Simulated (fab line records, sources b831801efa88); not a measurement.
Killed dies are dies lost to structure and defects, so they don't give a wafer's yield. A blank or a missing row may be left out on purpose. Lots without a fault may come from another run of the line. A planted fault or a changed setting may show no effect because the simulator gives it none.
Problem report in the 8D (eight disciplines) form, filled by code | flow gf180mcu | the parts of the form that need people (team, actions taken, sign-off) are left out

1. THE PROBLEM
V4_CVD_02_THK at GF_V4_THK_MEAS_03 reads a mean of 678 nm on 4 wafers of 2 lots; wafers without a fault read 847 nm with a standard deviation of 12. That is -14 standard deviations from the usual mean.
First seen on wafer L468.1, day 27 16:58, on film_metro-04. The record holds 36 wafers of 12 lots with a number at this step. Rule for "out", or "out of limits": more than 4 standard deviations from the usual mean. The other wafers with a number count as sound.

2. WHAT IT IS AND WHAT IT IS NOT
question                    | is                             | is not
which readings at this step | V4_CVD_02_THK                  | -
which lots                  | L468, L469                     | L456, L458, L459, L470, L471, L473, L476, L477, L478, L479
which wafers of those lots  | L468.1, L468.5, L469.3, L469.5 | L468.2, L469.6
read on which gauges        | film_metro-03, film_metro-04   | film_metro-01
when                        | from day 27 16:58              | up to then (10 sound wafers); but 22 sound wafers of L469, L470, L471, L473, L476, L477, L478, L479 came after

3. SUSPECTS, AND WHAT RULES EACH OUT
Counting: a tool at a process step up to the reading stays a suspect if it ran every lot that is out. Sound lots after the first of them don't rule it out here, since some wafers of a struck lot are sound.
- the gauge at GF_V4_THK_MEAS_03: ruled out. The wafers that are out were read on 2 gauges (film_metro-03, film_metro-04).
- pecvd-04 at GF_V4_CVD_02 (deposits SiO2 from TEOS, target thk 850 nm, time 94.851 s): kept. It ran every lot that is out, first L468 (day 27 16:53); its last sound lot up to then is L459 (day 24 21:55).
- Within pecvd-04 at GF_V4_CVD_02: the wafers that are out ran in chamber 1; their sound lot-mates ran in chambers 0, 2.
Left after counting: pecvd-04 at GF_V4_CVD_02.

4. THE CAUSE (what the simulator had put in)
Process parameter drift: pecvd-04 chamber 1, from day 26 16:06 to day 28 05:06, at GF_V4_CVD_02. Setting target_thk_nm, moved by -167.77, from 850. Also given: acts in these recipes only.
Counting left only this tool.

5. THE CHAIN OF EFFECTS, in route order
Each row: a reading whose mean over the struck wafers that have a number lies more than 3 standard deviations from the usual. Only readings for which the record gives a usual standard deviation are gone through. hours: the time from each lot's start at the first step in this table that gives one to its start at this step, as a median over the lots. sigmas: the change in usual standard deviations.
hours | step              | reading            | usual  | on struck wafers | change | sigmas
0     | GF_V4_THK_MEAS_03 | V4_CVD_02_THK      | 847 nm | 678              | -169   | -14
0     | GF_V4_CMP_04      | time_to_endpoint_s | 75 s   | 15               | -60    | -11
The process steps in it:
- GF_V4_CMP_04: polishes SiO2.

6. WHAT WOULD HAVE CAUGHT IT SOONER
In this record the first reading out of limits at a measuring or inspecting step was taken at day 27 16:58, 25 hours after the fault began at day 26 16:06.
Of the tool readings at GF_V4_CVD_02 for which the record gives a usual standard deviation, none was out on any struck wafer, so an alarm limit of 4 standard deviations on them would not have fired.
Of the lots that are out (2), L469 began GF_V4_CVD_02 on pecvd-04 after day 27 16:58. A hold on the tool at that time would have spared it.
